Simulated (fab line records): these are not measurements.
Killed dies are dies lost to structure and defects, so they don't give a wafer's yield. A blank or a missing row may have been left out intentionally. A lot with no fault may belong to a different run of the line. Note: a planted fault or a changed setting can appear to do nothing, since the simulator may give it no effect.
Comparing a struck lot with a sound one / flow sky130 / 23 out of 708 route steps
Sound: these wafers, L403.1, L403.3, L403.6. Wafers L412.1, L412.5, L412.6 were the ones struck. The cause is given at the end.
Per side, at each step with rows, come the tool, then ch with its chambers, and then its first start. Under that, the readings that differ: sound wafers / struck wafers / difference of the means / sigmas: that difference in standard deviations of wafers without a fault.
alike: a reading whose means differ by less than 2 such deviations, as well as words and numbers matching on both sides. not compared: withheld readings; readings where some wafer has no value; bounds like >300 that might hide an equal value; numbers whose values overlap and for which the record gives no deviation.
Wherever a step has rows on one side only, a row that says differs or no value, or a row with sigmas, the two part there. Numbers that have no deviation but don't overlap get no sigmas and don't part them. Lack of a reading on every wafer of one side parts them only where that side has two or more wafers.

first, 6 steps without rows for these wafers: SKY_METAL5_HMDS_08 (prime time 60 s); SKY_METAL5_COAT_09 (resist thk 1800 nm); SKY_METAL5_SOFTBAKE_10 (time 60 s); SKY_METAL5_EXPOSE_11 (exposes mask MM5, target cd 1600 nm); SKY_METAL5_PEB_12; SKY_METAL5_DEVELOP_13 (develop time 60 s).
SKY_METAL5_DESCUM_14: chemistry O2, time 11 s.
  sound on rie metal-03 ch 0,1, day 46 07:34; struck on rie metal-02 ch 0,1, day 48 10:19
  alike: drypump motor current A, oes product au
  not compared: rf hours counter h
SKY_METAL5_METAL_ETCH_15: etches the open film in Cl2/BCl3, stops on SiO2, target depth 1260 nm, time 252 s.
  sound on rie metal-03 ch 0,1, day 46 07:36; struck on rie metal-02 ch 0,1, day 48 10:21
  alike: drypump motor current A, oes product au, throttle valve pct
  not compared: rf hours counter h
SKY_METAL5_STRIP_16: strips in O2/N2.
  sound on plasma asher-04 ch 0,1, day 46 07:50; struck on plasma asher-04 ch 0,1, day 48 10:35
  alike: drypump motor current A, oes product au, strip time to endpoint s
  not compared: rf hours counter h
then, 3 steps without rows for these wafers: SKY_METAL5_STRIP_17 (strips in post etch residue remover, time 1200 s); SKY_METAL5_CLEAN_18 (cleans in IPA, time 180 s); SKY_METAL5_CLEAN_19 (cleans in O3/DIW).
SKY_PASSIVATION_CVD_00: deposits SiO2, target thk 90 nm.
  sound on pecvd-03 ch 1,2, day 46 08:32; struck on pecvd-03 ch 0,1,2, day 48 11:40
  no value came back on the struck wafers for heater power outer w (W), heater power w (W); on the sound wafers heater power outer w (W) reads 344 334 332
SKY_PASSIVATION_CVD_02: deposits Si3N4, target thk 540 nm.
  sound on pecvd-01 ch 1,2, day 46 08:37; struck on pecvd-01 ch 1,2, day 48 11:45
  alike: heater power outer w, heater power w
then, 7 steps without rows for these wafers: SKY_PASSIVATION_DEHYDRATE_04 (time 60 s); SKY_PASSIVATION_HMDS_05 (prime time 60 s); SKY_PASSIVATION_COAT_06 (resist thk 3000 nm); SKY_PASSIVATION_SOFTBAKE_07; SKY_PASSIVATION_EXPOSE_08 (exposes mask NSM, target cd 3000 nm); SKY_PASSIVATION_PEB_09; SKY_PASSIVATION_DEVELOP_10 (develop time 60 s).
SKY_PASSIVATION_ETCH_11: etches the open film in CF4/O2, stops on AlCu, target depth 725 nm, time 161.1 s.
  sound on rie diel-01 ch 1,2, day 47 05:22; struck on rie diel-01 ch 0,2,3, day 49 05:34
reading=model.PASSIVATION.feature depth nm (nm); sound=699.1 696.9 709.7; struck=723.3 724.6 719.1; difference=+20.4; sigmas=
reading=model.etch.depth nm (nm); sound=699.1 696.9 709.7; struck=723.3 724.6 719.1; difference=+20.4; sigmas=
  alike: drypump motor current A, oes product au, throttle valve pct
  not compared: rf hours counter h
SKY_PASSIVATION_STRIP_12: strips in O2/N2.
  sound on plasma asher-01 ch 0,1, day 47 05:28; struck on plasma asher-02 ch 0,1, day 49 05:40
  alike: drypump motor current A, oes product au, strip time to endpoint s
  not compared: rf hours counter h

## WHERE THEY PART
SKY_PASSIVATION_CVD_00 only, going by this record. Later steps at which nothing parts them and some readings are alike: SKY_PASSIVATION_CVD_02, SKY_PASSIVATION_ETCH_11, SKY_PASSIVATION_STRIP_12.

WHY: whatever the simulator had introduced
Whole step skipped at SKY_PASSIVATION_CVD_00 on pecvd-03, starting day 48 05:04. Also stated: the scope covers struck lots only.
